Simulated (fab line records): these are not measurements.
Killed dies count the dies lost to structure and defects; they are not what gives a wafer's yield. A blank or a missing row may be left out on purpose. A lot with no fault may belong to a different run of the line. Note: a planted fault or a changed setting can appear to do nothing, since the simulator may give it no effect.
Problem report in the 8D (eight disciplines) form, filled by code | flow sky130 | the parts of the form that need people (team, actions taken, sign-off) are left out

== 1. PROBLEM STATEMENT ==
Wafers free of any fault read 188.7 (standard deviation 2.5) for VT_ADJUST_LVTN_2_TW at SKY_VT_ADJUST_LVTN_TW_MEAS_21, against a mean of 175.8 on 2 wafers of 2 lots. That is -5.2 standard deviations from the usual mean.
Seen first at day 13 02:53 on film_metro-03, wafer L553.3. Wafers with a number at this step in the record: 38, from 13 lots. Rule for "out" (also "out of limits"): further than 4 standard deviations from the usual mean. The rest of the wafers with a number are treated as sound.

== 2. WHAT THIS IS AND IS NOT ==
question                    | is                  | is not
which readings at this step | VT_ADJUST_LVTN_2_TW | -
which lots                  | L553, L555          | L536, L539, L540, L542, L543, L544, L545, L546, L548, L557, L558
which wafers of those lots  | L553.3, L555.3      | L553.1, L555.1, L555.6
read on which gauges        | film_metro-03       | film_metro-02, film_metro-04
when                        | from day 13 02:53   | up to then (28 sound wafers); but 8 sound wafers of L555, L557, L558 came after

== 3. SUSPECTS, AND WHAT RULES EACH OUT ==
Counting: any tool at a process step up to the reading remains a suspect provided it ran every lot that is out. Sound lots after the first of them don't rule it out here, since some wafers of a struck lot are sound.
- the gauge at SKY_VT_ADJUST_LVTN_TW_MEAS_21: kept. All the wafers that are out were read on film_metro-03, and no step on other tools shows them out.
- implanter-04 at SKY_VT_ADJUST_LVTN_IMPLANT_19: kept. Every lot that is out went through it, the first being L553 (day 13 02:38); the last sound lot it ran before that was L542 (day 9 21:36).
The count leaves film_metro-03 at SKY_VT_ADJUST_LVTN_TW_MEAS_21 and implanter-04 at SKY_VT_ADJUST_LVTN_IMPLANT_19.

== 4. THE CAUSE (what the simulator had put in) ==
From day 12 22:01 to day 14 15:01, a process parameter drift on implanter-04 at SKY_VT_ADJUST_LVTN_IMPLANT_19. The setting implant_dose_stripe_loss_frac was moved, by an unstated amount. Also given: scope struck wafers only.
Counting leaves 2 suspects; this tool is one of them.

== 5. THE CHAIN OF EFFECTS, in route order ==
Each row: a reading whose mean over the struck wafers that have a number lies more than 3 standard deviations from the usual. Only readings whose record carries a usual standard deviation are examined. hours: median over the lots of the time between each lot's start at the first step of this table that gives one and its start at this step. sigmas: the change, counted in usual standard deviations.
hours | step                          | reading             | usual | on struck wafers | change | sigmas
0     | SKY_VT_ADJUST_LVTN_TW_MEAS_21 | VT_ADJUST_LVTN_2_TW | 188.7 | 175.8            | -12.9  | -5.2
Later measuring or inspecting steps at which every struck wafer that the step has a row for has a number for every such reading, and none has moved that far: SKY_VT_ADJUST_HVTR_OVL_MEAS_08.

== 6. HOW IT WOULD HAVE BEEN CAUGHT EARLIER ==
In this record the first reading out of limits at a measuring or inspecting step was taken at day 13 02:53, 5 hours after the fault began at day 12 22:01.
L555, from the lots that are out (2), started SKY_VT_ADJUST_LVTN_IMPLANT_19 on implanter-04 later than day 13 02:53. Putting the tool on hold at that point would have spared it.
